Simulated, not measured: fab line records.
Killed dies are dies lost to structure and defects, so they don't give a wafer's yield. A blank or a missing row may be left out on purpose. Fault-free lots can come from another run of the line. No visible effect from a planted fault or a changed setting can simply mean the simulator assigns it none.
Which tool did it? | flow sky130 | 12 lots, 36 wafers sampled, at 1 step of a route of 708

## WHAT THE GAUGES SHOWED, per wafer
SKY_SD_N_TW_MEAS_12.
lot  | measured     | on            | SD_N_TW
L075 | day 28 12:08 | film_metro-04 | 4025 4035 4026
L077 | day 29 17:10 | film_metro-03 | 4034 4031 4065
L078 | day 30 02:03 | film_metro-04 | 4011 4012 4001
L081 | day 30 19:06 | film_metro-03 | 4039 4029 4059
L083 | day 31 19:06 | film_metro-01 | 3932 3935 3923
L085 | day 32 07:47 | film_metro-04 | 4034 4071 4034
L087 | day 32 18:06 | film_metro-01 | 3926 3949 3929
L089 | day 33 16:50 | film_metro-04 | 4068 4057 4057
L091 | day 33 23:30 | film_metro-01 | 3910 3920 3916
L094 | day 34 16:39 | film_metro-01 | 3928 3942 3919
L095 | day 35 08:08 | film_metro-04 | 4016 4004 4023
L097 | day 35 12:12 | film_metro-01 | 3941 3950 3948

## WHICH TOOL RAN EACH LOT (tool, then ch and the chambers of the sampled wafers, then the start)
No process step before these readings appears in the record.

## THE ANSWER, worked out from the rows above alone
Rule: usual is defined by the lots themselves. The widest of any qualifying gaps counts: lots, ordered by their means at a reading, are off when they make up no more than a third of the lots, leave a main group of 4 or more, and stand apart from it by 3 or more times the standard deviation of that group's means. If all means in a main group match to the digits the tables above print for the reading, that group is not used. A lot without any number at a reading at which 4 lots or more have one is off too. Where the step has rows for the other lots, those lots are counted as sound.
Across all readings shown, no lot is off: no conclusion can be drawn from this.

## WHAT HAD BEEN PUT IN BY THE SIMULATOR
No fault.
